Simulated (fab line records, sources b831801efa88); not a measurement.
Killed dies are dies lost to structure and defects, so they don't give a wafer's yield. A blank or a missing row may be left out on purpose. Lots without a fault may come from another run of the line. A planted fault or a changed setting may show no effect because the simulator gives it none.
Problem report in the 8D (eight disciplines) form, filled by code | flow gf180mcu | the parts of the form that need people (team, actions taken, sign-off) are left out

1. THE PROBLEM
POLY_GATE_CVD_00_THK at GF_POLY_GATE_THK_MEAS_01 reads a mean of 185.6 nm on 6 wafers of 2 lots; wafers without a fault read 199.9 nm with a standard deviation of 1.5. That is -9.5 standard deviations from the usual mean.
First seen on wafer L700.2, day 13 14:53, on film_metro-03. The record holds 36 wafers of 12 lots with a number at this step. Rule for "out", or "out of limits": more than 4 standard deviations from the usual mean. The other wafers with a number count as sound.

2. WHAT IT IS AND WHAT IT IS NOT
question                    | is                     | is not
which readings at this step | POLY_GATE_CVD_00_THK   | -
which lots                  | L700, L701             | L683, L684, L685, L687, L688, L690, L692, L693, L694, L702
which wafers of those lots  | all that have a number | -
read on which gauges        | film_metro-03          | film_metro-01
when                        | from day 13 14:53      | up to then (27 sound wafers); but 3 sound wafers of L702 came after

3. SUSPECTS, AND WHAT RULES EACH OUT
Counting: a tool at a process step up to the reading stays a suspect if it ran every lot that is out and no sound lot after the first of them.
- the gauge at GF_POLY_GATE_THK_MEAS_01: ruled out. All the wafers that are out were read on film_metro-03, but those of them that GF_POLY_GATE_ETCH_13 has rows for are out there too, on other tools.
- lpcvd-01 at GF_POLY_GATE_CVD_00 (deposits poly-Si, target thk 200 nm, time 1200 s): kept. It ran every lot that is out, first L700 (day 13 13:32), and no sound lot after that; its last sound lot up to then is L694 (day 11 23:04).
Left after counting: lpcvd-01 at GF_POLY_GATE_CVD_00.

4. THE CAUSE (what the simulator had put in)
Process parameter drift: lpcvd-01, from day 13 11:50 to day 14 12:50, at GF_POLY_GATE_CVD_00. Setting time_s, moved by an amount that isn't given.
Counting left only this tool.

5. THE CHAIN OF EFFECTS, in route order
Each row: a reading whose mean over the struck wafers that have a number lies more than 3 standard deviations from the usual. Only readings for which the record gives a usual standard deviation are gone through. hours: the time from each lot's start at the first step in this table that gives one to its start at this step, as a median over the lots. sigmas: the change in usual standard deviations.
hours | step                     | reading              | usual      | on struck wafers | change | sigmas
0     | GF_POLY_GATE_THK_MEAS_01 | POLY_GATE_CVD_00_THK | 199.9 nm   | 185.6            | -14.3  | -9.5
20    | GF_POLY_GATE_ETCH_13     | oes_product_au       | 0.991 a.u. | 0.948            | -0.043 | -6.4
The process steps in it:
- GF_POLY_GATE_ETCH_13: etches poly-Si in HBr/Cl2, stops on SiO2, target depth 198.5 nm, time 69.6 s.
Later measuring or inspecting steps at which every struck wafer that the step has a row for has a number for every such reading, and none has moved that far: GF_POLY_GATE_CD_MEAS_18.

6. WHAT WOULD HAVE CAUGHT IT SOONER
In this record the first reading out of limits at a measuring or inspecting step was taken at day 13 14:53, 3 hours after the fault began at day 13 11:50.
Of the tool readings at GF_POLY_GATE_CVD_00 for which the record gives a usual standard deviation, none was out on any struck wafer, so an alarm limit of 4 standard deviations on them would not have fired.
Of the lots that are out (2), L701 began GF_POLY_GATE_CVD_00 on lpcvd-01 after day 13 14:53. A hold on the tool at that time would have spared it.
